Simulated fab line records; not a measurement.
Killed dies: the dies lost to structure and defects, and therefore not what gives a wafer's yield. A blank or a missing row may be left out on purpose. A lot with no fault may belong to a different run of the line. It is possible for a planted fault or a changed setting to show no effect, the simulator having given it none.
Which tool is to blame?	flow gf180mcu	24 lots with 72 wafers sampled at 5 steps, on a route of 602 steps

## WHAT THE GAUGES READ, wafer by wafer
GF_STI_THK_MEAS_04. Usual: for STI_CVD_03_THK the level is 207.5 nm and the standard deviation is 2.1.
lot	measured	on	STI_CVD_03_THK (nm)	flag
L074	day 1 13:34	filmMetro-03	204.8 205.0 204.7	
L075	day 1 19:57	filmMetro-02	208.2 208.2 208.1	
L076	day 1 23:34	filmMetro-03	206.2 207.7 205.3	
L077	day 2 04:34	filmMetro-02	206.5 206.3 205.1	
L078	day 2 09:41	filmMetro-01	206.8 209.8 209.0	
L079	day 2 15:34	filmMetro-01	203.8 205.3 204.7	
L080	day 2 20:34	filmMetro-01	207.5 206.9 208.1	
L081	day 3 00:54	filmMetro-02	210.0 210.0 208.5	
L082	day 3 05:43	filmMetro-01	211.0 210.2 213.1	
L083	day 3 10:47	filmMetro-03	211.6 210.3 211.4	
L084	day 3 15:34	filmMetro-01	207.8 209.5 206.7	
L085	day 3 20:34	filmMetro-02	208.1 208.0 206.2	
L086	day 4 02:29	filmMetro-01	207.1 209.0 207.7	
L087	day 4 06:34	filmMetro-02	208.0 206.4 206.2	
L088	day 4 11:55	filmMetro-03	206.8 206.8 207.7	
L089	day 4 16:47	filmMetro-02	206.4 206.2 206.9	
L090	day 4 21:35	filmMetro-02	211.2 209.7 210.1	
L091	day 5 02:34	filmMetro-01	200.8 203.3 201.1	
L092	day 5 08:32	filmMetro-02	207.6 207.5 208.5	
L093	day 5 14:34	filmMetro-02	208.2 207.9 208.2	
L094	day 5 17:34	filmMetro-02	207.1 207.3 207.3	
L095	day 5 22:35	filmMetro-01	209.1 208.2 208.7	
L096	day 6 04:20	filmMetro-01	206.8 206.6 205.0	
L097	day 6 08:34	filmMetro-03	208.7 209.2 209.6	

GF_HV_LDD_OVL_MEAS_20. Usual: for HV_LDD_01_OVL the level is 0.1 nm and the standard deviation is 1.3.
lot	measured	on	HV_LDD_01_OVL (nm)	flag
L074	day 10 20:02	overlay-01	0.3 -0.3 0.1	
L075	day 11 05:53	overlay-02	-2.3 -1.4 -1.7	
L076	day 11 08:31	overlay-01	-1.0 1.3 0.2	
L077	day 11 14:47	overlay-02	-1.0 -0.9 -0.7	
L078	day 11 23:12	overlay-01	2.8 1.9 2.0	
L079	day 12 09:01	overlay-01	0.2 1.9 1.3	
L080	day 12 17:53	overlay-01	1.0 0.2 -0.1	
L081	day 13 00:49	overlay-02	1.3 0.4 1.4	
L082	day 13 07:25	overlay-01	-0.5 -1.2 -0.1	
L083	day 13 14:40	overlay-02	-1.4 -1.1 -1.2	
L084	day 14 02:06	overlay-02	0.2 -1.2 0.3	
L085	day 14 03:39	overlay-01	-1.7 -1.0 -1.9	
L086	day 14 16:53	overlay-02	-0.7 -2.5 0.1	
L087	day 14 19:43	overlay-02	0.6 -0.2 1.1	
L088	day 15 08:43	overlay-02	0.0 0.3 0.4	
L089	day 15 12:26	overlay-02	-0.5 0.3 0.7	
L090	day 15 21:50	overlay-01	0.3 0.8 -0.5	
L091	day 16 02:37	overlay-02	0.9 0.3 1.0	
L092	day 16 14:16	overlay-01	0.9 -0.7 -0.5	
L093	day 16 18:27	overlay-01	-2.9 -1.8 -2.1	
L094	day 17 02:34	overlay-02	-2.8 -2.5 -2.4	
L095	day 17 09:22	overlay-02	1.2 1.4 2.8	
L096	day 17 16:40	overlay-02	0.6 1.1 1.1	
L097	day 17 23:31	overlay-02	1.6 1.3 2.4	

GF_CONTACT_BOW_MEAS_05. Usual: for CONTACT_BOW the level is 65 um and the standard deviation is 6.5.
lot	measured	on	CONTACT_BOW (um)	flag
L074	day 15 04:21	filmMetro-03	73 68 65	
L075	day 15 18:56	filmMetro-02	74 63 83	
L076	day 15 21:22	filmMetro-04	63 70 72	
L077	day 16 05:04	filmMetro-03	59 51 67	
L078	day 16 13:13	filmMetro-04	66 60 60	
L079	day 17 02:17	filmMetro-02	56 56 67	
L080	day 17 11:08	filmMetro-02	69 50 63	
L081	day 17 19:33	filmMetro-04	65 64 64	
L082	day 18 04:13	filmMetro-04	76 71 64	
L083	day 18 11:26	filmMetro-04	53 64 59	
L084	day 19 02:40	filmMetro-02	67 67 67	
L085	day 19 03:25	filmMetro-03	74 64 60	
L086	day 19 18:56	filmMetro-03	65 66 64	
L087	day 19 21:40	filmMetro-04	69 66 61	
L088	day 20 11:23	filmMetro-03	68 77 61	
L089	day 20 16:17	filmMetro-03	69 66 61	
L090	day 21 01:23	filmMetro-02	63 56 71	
L091	day 21 07:29	filmMetro-03	65 65 60	
L092	day 21 19:58	filmMetro-03	76 64 61	
L093	day 22 01:04	filmMetro-04	62 58 65	
L094	day 22 10:00	filmMetro-02	56 57 65	
L095	day 22 15:32	filmMetro-04	61 62 68	
L096	day 23 00:12	filmMetro-04	73 67 77	
L097	day 23 05:25	filmMetro-02	65 56 58	

GF_V3_CD_MEAS_14: the cd target is 260 nm. Usual: 260.1 nm for cdNm, sd 1.1.
lot	measured	on	cdNm (nm)	flag
L074	day 22 10:49	cdSem-01	261.2 260.9 260.8	
L075	day 23 01:25	cdSem-01	258.4 260.0 259.0	
L076	day 23 06:00	cdSem-02	258.8 258.7 259.2	
L077	day 23 12:13	cdSem-02	258.0 258.4 259.8	
L078	day 23 20:29	cdSem-02	259.6 261.1 259.7	
L079	day 24 10:19	cdSem-02	261.6 261.5 261.3	
L080	day 24 17:19	cdSem-01	257.9 258.9 258.4	
L081	day 25 02:36	cdSem-01	259.7 259.8 260.9	
L082	day 25 09:40	cdSem-02	258.7 259.1 258.6	
L083	day 25 16:36	cdSem-02	262.3 261.0 262.4	
L084	day 26 06:10	cdSem-01	258.0 259.0 259.2	
L085	day 26 07:16	cdSem-02	259.1 260.3 260.1	
L086	day 26 17:33	cdSem-02	261.7 261.0 261.5	
L087	day 26 20:19	cdSem-01	260.1 260.3 260.5	
L088	day 27 10:24	cdSem-01	258.6 259.7 259.1	
L089	day 27 14:53	cdSem-02	261.0 260.3 259.6	
L090	day 27 21:11	cdSem-01	258.9 260.1 259.1	
L091	day 28 02:38	cdSem-01	260.5 260.5 260.9	
L092	day 28 12:28	cdSem-01	260.3 261.7 260.7	
L093	day 28 16:41	cdSem-02	258.6 261.0 258.8	
L094	day 28 23:06	cdSem-01	260.6 261.3 261.1	
L095	day 29 04:42	cdSem-01	260.0 259.0 259.0	
L096	day 29 10:16	cdSem-01	262.0 261.4 260.2	
L097	day 29 16:20	cdSem-01	258.7 260.1 260.0	

## EACH LOT AND THE TOOL THAT RAN IT (in order: tool; ch and the chambers of the sampled wafers; start)
lot	GF_STI_ETCH_14
L074	rieSi-02 ch 0,3, day 2 00:52
L075	rieSi-02 ch 1,2,3, day 2 08:21
L076	rieSi-01 ch 0,2, day 2 11:51
L077	rieSi-02 ch 0,2,3, day 2 16:40
L078	rieSi-02 ch 1,2, day 2 22:43
L079	rieSi-02 ch 2,3, day 3 04:16
L080	rieSi-01 ch 1,2,3, day 3 09:43
L081	rieSi-02 ch 0,1,3, day 3 13:36
L082	rieSi-02 ch 0,1,2, day 3 18:58
L083	rieSi-02 ch 0,2,3, day 3 23:46
L084	rieSi-02 ch 1,2,3, day 4 05:10
L085	rieSi-02 ch 0,1,3, day 4 10:14
L086	rieSi-01 ch 1,2, day 4 16:06
L087	rieSi-01 ch 0,2,3, day 4 20:36
L088	rieSi-01 ch 0,1, day 5 01:34
L089	rieSi-02 ch 1,2,3, day 5 06:41
L090	rieSi-01 ch 0,1, day 5 11:46
L091	rieSi-02 ch 0,1,2, day 5 17:10
L092	rieSi-01 ch 0,1,3, day 5 23:13
L093	rieSi-01 ch 2,3, day 6 04:13
L094	rieSi-02 ch 0,2, day 6 08:19
L095	rieSi-01 ch 1,3, day 6 13:31
L096	rieSi-02 ch 0,1,3, day 6 19:22
L097	rieSi-01 ch 0,1,3, day 6 23:40
- GF_STI_ETCH_14: etches Si in HBr/Cl2/O2, target depth 360 nm, time 102.9 s.

## WHAT THE TOOLS THEMSELVES READ (means of the sampled wafers that have a number; where no wafer has one, the mark that the record gives instead)
GF_STI_ETCH_14. Usual: O2_flow_sccm 5.999 sccm, standard deviation 0.02; drypumpMotorCurrentA 5.6 A, standard deviation 0.43; heBacksideLeakSccm 2.6 sccm, standard deviation 0.31; oesProductAu 0.999 a.u., standard deviation 0.0071; throttleValvePct 25.658 %, standard deviation 0.0096.
lot	tool	O2_flow_sccm (sccm)	drypumpMotorCurrentA (A)	heBacksideLeakSccm (sccm)	oesProductAu (a.u.)	throttleValvePct (%)	flag
L074	rieSi-02	6.005	5.8	2.6	1.000	25.658	
L075	rieSi-02	6.001	5.3	2.5	1.002	25.655	
L076	rieSi-01	6.004	5.7	2.8	0.990	25.662	
L077	rieSi-02	6.006	5.7	2.5	0.997	25.663	
L078	rieSi-02	6.002	5.2	2.5	0.995	25.654	
L079	rieSi-02	5.986	5.7	2.5	0.995	25.657	
L080	rieSi-01	5.982	5.7	2.8	1.000	25.658	
L081	rieSi-02	5.992	5.4	2.5	1.003	25.655	
L082	rieSi-02	5.991	5.6	2.3	0.995	25.658	
L083	rieSi-02	5.981	5.8	2.4	1.007	25.652	
L084	rieSi-02	6.004	5.3	2.5	1.001	25.655	
L085	rieSi-02	5.993	5.4	2.6	1.000	25.657	
L086	rieSi-01	6.000	5.4	3.1	0.998	25.660	
L087	rieSi-01	6.004	5.9	2.7	0.995	25.658	
L088	rieSi-01	5.989	5.7	2.7	1.000	25.655	
L089	rieSi-02	5.999	5.3	2.4	0.995	25.657	
L090	rieSi-01	6.021	5.5	3.2	1.005	25.643	
L091	rieSi-02	5.995	5.6	2.4	1.000	25.650	
L092	rieSi-01	6.008	5.8	2.9	1.002	25.667	
L093	rieSi-01	6.007	5.7	2.6	0.999	25.671	
L094	rieSi-02	6.007	6.0	2.5	1.002	25.657	
L095	rieSi-01	5.974	5.6	3.1	1.010	25.660	
L096	rieSi-02	6.006	5.4	2.4	0.995	25.657	
L097	rieSi-01	5.994	5.8	2.9	0.997	25.661	

## THE ANSWER, worked out from the rows above alone
Rule: lot off if the mean of its wafers having a number is beyond 3 standard deviations from the usual mean. A lot without any number at a reading at which 4 lots or more have one is off too. Any other lot the step has rows for is counted as sound. First the gauges in route order, then the tools' own readings, where a lot's mean is used as printed above. At the first step where some lot is off, the reading lying furthest off is the one used; lots without a number count as furthest.
No lot is off at any reading shown: from this, nothing can be told.

## WHAT HAD BEEN PUT IN BY THE SIMULATOR
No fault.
